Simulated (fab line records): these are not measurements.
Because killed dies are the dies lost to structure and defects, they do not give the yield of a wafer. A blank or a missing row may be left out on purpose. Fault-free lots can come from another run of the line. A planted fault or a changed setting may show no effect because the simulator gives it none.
Struck lot and sound lot, side by side -- flow sky130 -- 16 out of 708 route steps
Sound: wafers L179.1, L179.3, L179.5. Struck: wafers L191.1, L191.6. (L191.5 of the same lot was not struck and is left out.) The cause comes at the end.
Each step with rows lists, per side, the tool, then ch with its chambers, then its first start. Under that, the readings that differ: sound wafers -- struck wafers -- difference of the means -- sigmas: that difference in standard deviations of wafers without a fault.
alike: same words and numbers on both sides, and readings whose means sit less than 2 such deviations apart. not compared: any withheld reading, any reading some wafer has no value for, any bound like >300 that may hide the same value, and any number with overlapping values for which the record gives no deviation.
The two part at a step that has a row with sigmas, a row that says differs or no value, or rows on one side only. Numbers that don't overlap but have no deviation are shown without sigmas and don't part them. A reading missing from all wafers of one side parts the sides only when that side holds two or more wafers.

first, 4 steps without rows for these wafers: SKY_RES_XHIGH_EXPOSE_04 (exposes mask URPM, target cd 1270 nm); SKY_RES_XHIGH_PEB_05; SKY_RES_XHIGH_DEVELOP_06 (develop time 60 s); SKY_RES_XHIGH_IMPLANT_07.
SKY_RES_XHIGH_STRIP_08: strips in O2/N2.
  sound on plasma asher-02 ch 0,1, day 28 22:34; struck on plasma asher-03 ch 0,1, day 32 17:41
  alike: drypump motor current A, oes product au, strip time to endpoint s
  not compared: rf hours counter h
SKY_RES_XHIGH_TW_MEAS_09:
  sound on film metro-02 at day 28 22:40; struck on film metro-04 at day 32 17:47
  alike: RES_XHIGH_TW
then, 6 steps without rows for these wafers: SKY_SD_N_DEHYDRATE_00 (time 60 s); SKY_SD_N_HMDS_01 (prime time 60 s); SKY_SD_N_COAT_02 (resist thk 1140 nm); SKY_SD_N_SOFTBAKE_03 (time 60 s); SKY_SD_N_EXPOSE_04 (exposes mask NSDM, target cd 380 nm); SKY_SD_N_PEB_05.
SKY_SD_N_DEVELOP_06: develop time 60 s.
  sound on litho track-02 ch 0, day 30 02:55; struck on litho track-02 ch 0, day 33 20:49
SKY_SD_N_CD_MEAS_07: the cd target is 380 nm.
  sound on cd sem-02 at day 30 03:04; struck on cd sem-02 at day 33 21:15
reading,sound,struck,difference,sigmas
cd nm (nm),384.4 382.4 381.7,310.2 311.8,-71.8,-24
  not compared: hold
SKY_SD_N_OVL_MEAS_08:
  sound on overlay-01 at day 30 03:11; struck on overlay-02 at day 33 23:38
reading,sound,struck,difference,sigmas
hold,- - -,await dispo/2.3h/release await dispo/2.3h/release,no value on the sound wafers,
  alike: SD_N_OVL
-- here the record skips 16 days between the struck wafers' starts before and after, leaving off in module SD_N and picking up in module PAD_OPEN (first step shown: number 708 of the route) --
SKY_PAD_OPEN_PROBE_99:
  sound on prober-02 at day 47 21:23; struck on prober-02 at day 50 10:34
  alike: killed_at_M0_to_M3, killed_at_M4_up, killed at contacts, killed at front end, killed at other, killed dies, killed open, killed short

## WHERE THEY PART
First at SKY_SD_N_CD_MEAS_07; last, within this record, at SKY_SD_N_OVL_MEAS_08. Later steps at which nothing parts them and some readings are alike: SKY_PAD_OPEN_PROBE_99.

WHY: the cause the simulator had injected
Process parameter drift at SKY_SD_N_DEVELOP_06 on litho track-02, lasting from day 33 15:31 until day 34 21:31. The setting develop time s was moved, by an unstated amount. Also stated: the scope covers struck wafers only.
